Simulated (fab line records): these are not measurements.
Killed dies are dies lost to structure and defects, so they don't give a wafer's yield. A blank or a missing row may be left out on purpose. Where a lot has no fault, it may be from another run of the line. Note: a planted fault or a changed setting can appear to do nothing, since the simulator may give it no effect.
Code-filled problem report in 8D (eight disciplines) form | flow sky130 | the parts of the form that need people (team, actions taken, sign-off) are left out

## 1. WHAT IS WRONG
Wafers without a fault read 50.000, standard deviation 0.016; beamEnergyKeV at SKY_LDD_N_IMPLANT_14 reads a mean of 49.030 on 9 wafers belonging to 3 lots. That is -61 standard deviations from the usual mean.
Seen first at day 21 10:41 on implanter-02, wafer L308.2. Wafers with a number at this step in the record: 21, from 7 lots. Rule for "out", or "out of limits": more than 4 standard deviations from the usual mean. The rest of the wafers with a number are treated as sound.

## 2. WHAT IT IS; WHAT IT IS NOT
question                    | is                     | is not
which readings at this step | beamEnergyKeV          | -
which lots                  | L308, L309, L311       | L301, L302, L318, L319
which wafers of those lots  | all that have a number | -
read on which tools         | implanter-02           | implanter-01, implanter-04
when                        | from day 21 10:41      | up to then (6 sound wafers); but 6 sound wafers of L318, L319 came after

## 3. THE SUSPECTS, EACH WITH WHAT RULES IT OUT
Counting: a tool at any process step up to the reading remains a suspect when it ran all the lots that are out and ran no sound lot after the first of those.
- implanter-02 at SKY_LDD_N_IMPLANT_14: kept. All lots that are out passed through it, beginning with L308 at day 21 10:41, and no sound lot followed; its final sound lot before that point was L302 at day 19 05:19. Out on those wafers are its own readings of beamEnergyKeV.
Left after counting: implanter-02 at SKY_LDD_N_IMPLANT_14.

## 4. THE CAUSE (what the simulator had put in)
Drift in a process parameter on implanter-02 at SKY_LDD_N_IMPLANT_14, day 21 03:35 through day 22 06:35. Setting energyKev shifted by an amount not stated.
After counting, this tool was the only one left.

## 5. THE EFFECT CHAIN, in route order
One row per reading whose mean, taken over the struck wafers that have a number, lies over 3 standard deviations from the usual. Only readings for which the record gives a usual standard deviation are gone through. hours: the time from each lot's start at the first step in this table that gives one to its start at this step, as a median over the lots. sigmas: the change in usual standard deviations.
hours | step                 | reading       | usual  | on struck wafers | change | sigmas
0     | SKY_LDD_N_IMPLANT_14 | beamEnergyKeV | 50.000 | 49.030           | -0.970 | -61
Its process steps:
- SKY_LDD_N_IMPLANT_14

## 6. WHAT WOULD HAVE CAUGHT IT SOONER
In this record the first reading out of limits was taken at day 21 10:41, 7 hours after the fault began at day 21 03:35.
